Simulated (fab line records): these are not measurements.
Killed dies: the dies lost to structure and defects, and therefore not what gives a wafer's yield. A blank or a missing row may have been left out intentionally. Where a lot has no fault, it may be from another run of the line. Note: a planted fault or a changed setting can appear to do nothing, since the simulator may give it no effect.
Matching of chambers :: flow gf180mcu :: cmp-02 running GF_V4_CMP_04: 4 sister chambers
The step polishes SiO2. 8 wafers are shown with their chamber, then 9 later ones without.

## WAFERS WITH THEIR CHAMBER
wafer: L080.2
chamber: 2
slurryFilterDpKPa (kPa): 13.59
headPressurePsi (psi): 4.000

wafer: L081.3
chamber: 0
slurryFilterDpKPa (kPa): 13.54
headPressurePsi (psi): 4.015

wafer: L081.4
chamber: 2
slurryFilterDpKPa (kPa): 13.44
headPressurePsi (psi): 3.995

wafer: L084.4
chamber: 1
slurryFilterDpKPa (kPa): 13.68
headPressurePsi (psi): 3.988

wafer: L084.6
chamber: 3
slurryFilterDpKPa (kPa): 13.37
headPressurePsi (psi): 4.014

wafer: L089.2
chamber: 0
slurryFilterDpKPa (kPa): 13.32
headPressurePsi (psi): 3.993

wafer: L089.3
chamber: 3
slurryFilterDpKPa (kPa): 13.34
headPressurePsi (psi): 3.995

wafer: L089.6
chamber: 1
slurryFilterDpKPa (kPa): 13.54
headPressurePsi (psi): 4.006

## WAFERS WITHOUT THEIR CHAMBER
wafer: L094.2
slurryFilterDpKPa (kPa): 13.45
headPressurePsi (psi): 4.008

wafer: L094.3
slurryFilterDpKPa (kPa): 13.50
headPressurePsi (psi): 3.995

wafer: L094.6
slurryFilterDpKPa (kPa): 13.61
headPressurePsi (psi): 4.005

wafer: L095.1
slurryFilterDpKPa (kPa): 13.59
headPressurePsi (psi): 4.007

wafer: L095.2
slurryFilterDpKPa (kPa): 13.58
headPressurePsi (psi): 3.998

wafer: L095.5
slurryFilterDpKPa (kPa): 13.35
headPressurePsi (psi): 4.002

wafer: L097.1
slurryFilterDpKPa (kPa): 13.64
headPressurePsi (psi): 4.009

wafer: L097.3
slurryFilterDpKPa (kPa): 13.67
headPressurePsi (psi): 4.005

wafer: L097.4
slurryFilterDpKPa (kPa): 13.56
headPressurePsi (psi): 3.988

## WHICH CHAMBER EACH WENT THROUGH
wafer: L094.2
from the rows above: can't be placed: 0 or 3 or 2 or 1
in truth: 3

wafer: L094.3
from the rows above: can't be placed: 2 or 0 or 1 or 3
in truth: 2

wafer: L094.6
from the rows above: can't be placed: 1 or 2 or 0 or 3
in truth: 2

wafer: L095.1
from the rows above: can't be placed: 1 or 2 or 0 or 3
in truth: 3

wafer: L095.2
from the rows above: can't be placed: 1 or 2 or 0 or 3
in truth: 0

wafer: L095.5
from the rows above: can't be placed: 3 or 0 or 2
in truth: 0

wafer: L097.1
from the rows above: can't be placed: 1 or 2 or 0 or 3
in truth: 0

wafer: L097.3
from the rows above: can't be placed: 1 or 2 or 0
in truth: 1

wafer: L097.4
from the rows above: can't be placed: 1 or 2 or 0 or 3
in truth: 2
Correctly placed: 0 of 9. Can't be placed from these rows: 9 (the true chamber is among the candidates in 9). 0 placed wrongly.
How it was worked out, from the rows above alone: a wafer's distance from a chamber is the root of the sum, over the readings, of the square of ((its reading less the chamber's mean) divided by the reading's scatter). If the next closest chamber is less than 2 further off than the closest, the wafer can't be placed; otherwise it belongs to the closest. For every chamber, the mean is computed from those of its wafers that are shown. How the scatter is found: for the shown wafers, subtract from each reading the mean of its chamber, square and add these, divide the total by (wafers less chambers), then take the root.
